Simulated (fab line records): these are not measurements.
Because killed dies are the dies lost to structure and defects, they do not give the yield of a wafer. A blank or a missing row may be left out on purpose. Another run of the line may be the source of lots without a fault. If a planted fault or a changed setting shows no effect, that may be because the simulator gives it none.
Which tool was responsible?    flow gf180mcu    33 wafers from 11 lots sampled at 6 of the route's 602 steps

== WHAT EACH GAUGE READ, for each wafer ==
GF_VT_IMPLANT_RS_MEAS_46: a four-point-probe measurement. Usual: MVSD_RS 456.9 ohm/sq, standard deviation 1.1.
lot   measured      on             MVSD_RS (ohm/sq)   flag
L704  day 7 13:29   film metro-02  455.4 457.0 455.5  
L705  day 7 21:18   film metro-03  456.0 457.2 456.5  
L708  day 8 19:09   film metro-03  456.5 457.9 456.2  
L709  day 8 22:39   film metro-02  457.6 457.4 456.2  
L715  day 10 19:50  film metro-03  456.6 457.4 456.5  
L719  day 12 04:07  film metro-02  459.0 459.5 459.6  
L722  day 12 22:41  film metro-02  457.6 457.7 457.4  
L723  day 13 05:44  film metro-03  455.7 456.3 455.1  
L724  day 13 06:17  film metro-03  455.8 455.7 455.7  
L726  day 13 22:20  film metro-02  458.8 458.3 458.6  
L727  day 14 03:47  film metro-01  456.8 456.6 457.3  

GF_PSD_TW_MEAS_11. Usual: PSD_TW 3192, standard deviation 27.
lot   measured      on             PSD_TW          flag
L704  day 14 05:34  film metro-04  3206 3190 3189  
L705  day 14 13:23  film metro-01  3197 3188 3197  
L708  day 15 17:01  film metro-04  3214 3196 3206  
L709  day 15 23:21  film metro-03  3195 3203 3211  
L715  day 18 08:55  film metro-04  3111 3128 3128  
L719  day 20 02:04  film metro-01  3184 3166 3178  
L722  day 21 01:03  film metro-04  3174 3174 3171  
L723  day 21 14:04  film metro-04  3180 3174 3167  
L724  day 21 10:56  film metro-03  3209 3212 3195  
L726  day 22 07:12  film metro-04  3137 3131 3124  
L727  day 22 12:13  film metro-03  3221 3210 3208  

GF_PSD_RS_MEAS_15: a four-point-probe measurement. Usual: PSD_RS 108.61 ohm/sq, standard deviation 0.28.
lot   measured      on             PSD_RS (ohm/sq)       flag
L704  day 14 05:55  film metro-04  109.16 108.72 108.55  
L705  day 14 13:43  film metro-03  108.70 108.90 108.62  
L708  day 15 17:20  film metro-04  108.13 108.24 108.25  
L709  day 15 23:40  film metro-04  108.91 108.66 109.11  
L715  day 18 09:13  film metro-01  110.22 110.10 110.19  OFF
L719  day 20 02:23  film metro-01  110.61 110.75 110.37  OFF
L722  day 21 01:22  film metro-01  108.81 108.19 108.55  
L723  day 21 14:24  film metro-03  108.78 108.71 108.98  
L724  day 21 11:15  film metro-01  108.71 108.95 108.95  
L726  day 22 07:32  film metro-01  108.83 108.62 108.94  
L727  day 22 12:31  film metro-04  108.82 108.97 108.94  

== TOOL THAT RAN EACH LOT (tool first, then ch and the chambers of the sampled wafers, then the start) ==
lot   GF_DUAL_GATE_STRIP_13                 GF_PSD_IMPLANT_09                GF_PSD_STRIP_10
L704  plasma asher-02 ch 0,1, day 8 07:50   implanter-04 ch 0, day 14 05:21  plasma asher-02 ch 0,1, day 14 05:29
L705  plasma asher-04 ch 0,1, day 8 16:25   implanter-01 ch 0, day 14 13:08  plasma asher-01 ch 0,1, day 14 13:17
L708  plasma asher-01 ch 0,1, day 9 14:22   implanter-01 ch 0, day 15 16:46  plasma asher-01 ch 0,1, day 15 16:55
L709  plasma asher-04 ch 0,1, day 9 18:08   implanter-03 ch 0, day 15 23:06  plasma asher-04 ch 0, day 15 23:15
L715  plasma asher-02 ch 0,1, day 11 17:04  implanter-04 ch 0, day 18 08:40  plasma asher-04 ch 0,1, day 18 08:49
L719  plasma asher-04 ch 1, day 13 01:45    implanter-04 ch 0, day 20 01:50  plasma asher-01 ch 0,1, day 20 01:58
L722  plasma asher-04 ch 0, day 13 21:10    implanter-01 ch 0, day 21 00:48  plasma asher-02 ch 0,1, day 21 00:57
L723  plasma asher-01 ch 0,1, day 14 04:19  implanter-03 ch 0, day 21 13:51  plasma asher-04 ch 0,1, day 21 13:59
L724  plasma asher-04 ch 0,1, day 14 05:10  implanter-03 ch 0, day 21 10:41  plasma asher-01 ch 0,1, day 21 10:50
L726  plasma asher-04 ch 0,1, day 15 01:42  implanter-03 ch 0, day 22 06:59  plasma asher-01 ch 0,1, day 22 07:07
L727  plasma asher-01 ch 0,1, day 15 05:43  implanter-04 ch 0, day 22 11:58  plasma asher-01 ch 0,1, day 22 12:07
- GF_DUAL_GATE_STRIP_13: strips in O2/N2.
- GF_PSD_IMPLANT_09
- GF_PSD_STRIP_10: strips in O2/N2.

== WHAT THE TOOLS THEMSELVES READ (means of the sampled wafers that have a number; where no wafer has one, the mark that the record gives instead) ==
GF_DUAL_GATE_STRIP_13. Usual: drypump motor current A 5.52 A, standard deviation 0.27; heater power w 357 W, standard deviation 41; oes product au 0.716 a.u., standard deviation 0.0049; strip time to endpoint s 12.62 s, standard deviation 0.031.
lot   tool             drypump motor current A (A)  heater power w (W)  oes product au (a.u.)  strip time to endpoint s (s)  flag
L704  plasma asher-02  5.58                         323                 0.719                  12.59                         
L705  plasma asher-04  5.77                         370                 0.715                  12.61                         
L708  plasma asher-01  5.26                         386                 0.714                  12.66                         
L709  plasma asher-04  5.62                         360                 0.713                  12.60                         
L715  plasma asher-02  5.54                         325                 0.715                  12.62                         
L719  plasma asher-04  5.91                         371                 0.715                  12.61                         
L722  plasma asher-04  5.47                         370                 0.714                  12.64                         
L723  plasma asher-01  5.40                         351                 0.715                  12.62                         
L724  plasma asher-04  5.77                         368                 0.715                  12.61                         
L726  plasma asher-04  5.77                         363                 0.714                  12.59                         
L727  plasma asher-01  5.44                         359                 0.716                  12.60                         

GF_PSD_IMPLANT_09. Usual: dose ions cm2 1.5e+15, standard deviation 1.7e+12; faraday current uA 8254, standard deviation 170.
lot   tool          dose ions cm2  faraday current uA  flag
L704  implanter-04  1.5e+15        8227                
L705  implanter-01  1.5e+15        8242                
L708  implanter-01  1.5e+15        8269                
L709  implanter-03  1.5e+15        8211                
L715  implanter-04  1.4e+15        7766                OFF
L719  implanter-04  1.4e+15        7677                OFF
L722  implanter-01  1.5e+15        8157                
L723  implanter-03  1.5e+15        8185                
L724  implanter-03  1.5e+15        8168                
L726  implanter-03  1.5e+15        8358                
L727  implanter-04  1.5e+15        8156                

GF_PSD_STRIP_10. Usual: drypump motor current A 5.52 A, standard deviation 0.25; heater power w 347 W, standard deviation 48; oes product au 0.592 a.u., standard deviation 0.0046; strip time to endpoint s 16.513 s, standard deviation 0.028.
lot   tool             drypump motor current A (A)  heater power w (W)  oes product au (a.u.)  strip time to endpoint s (s)  flag
L704  plasma asher-02  5.56                         294                 0.591                  16.504                        
L705  plasma asher-01  5.41                         360                 0.592                  16.503                        
L708  plasma asher-01  5.43                         353                 0.589                  16.505                        
L709  plasma asher-04  5.47                         357                 0.589                  16.474                        
L715  plasma asher-04  5.61                         358                 0.598                  16.350                        OFF
L719  plasma asher-01  5.26                         393                 0.594                  16.335                        OFF
L722  plasma asher-02  5.57                         306                 0.589                  16.525                        
L723  plasma asher-04  5.78                         367                 0.590                  16.508                        
L724  plasma asher-01  5.41                         359                 0.592                  16.461                        
L726  plasma asher-01  5.26                         386                 0.595                  16.539                        
L727  plasma asher-01  5.25                         384                 0.591                  16.514                        

== THE ANSWER, worked out from the rows above alone ==
Rule: a lot counts as off when the mean over its wafers that have a number is more than 3 standard deviations away from the usual mean. A lot without any number at a reading at which 4 lots or more have one is off too. All remaining lots with rows at the step are treated as sound. The gauges are gone through in route order, then the tools' own readings, and for those a lot's mean is taken as printed above. The first step at which some lot is off is used, and at that step the reading that is off furthest; a lot without a number counts as furthest.
Off: L715, L719, at GF_PSD_RS_MEAS_15 (PSD_RS).
If a tool, at a process step before that reading, ran all the lots that are off and no sound lot after the first of them, it fits. The gauges at GF_PSD_RS_MEAS_15 aren't tried: what is off there is off at GF_PSD_IMPLANT_09 too, on other tools, and a gauge's error can't cause that. Not one of the candidates tried fits.

== WHAT HAD BEEN PUT IN BY THE SIMULATOR ==
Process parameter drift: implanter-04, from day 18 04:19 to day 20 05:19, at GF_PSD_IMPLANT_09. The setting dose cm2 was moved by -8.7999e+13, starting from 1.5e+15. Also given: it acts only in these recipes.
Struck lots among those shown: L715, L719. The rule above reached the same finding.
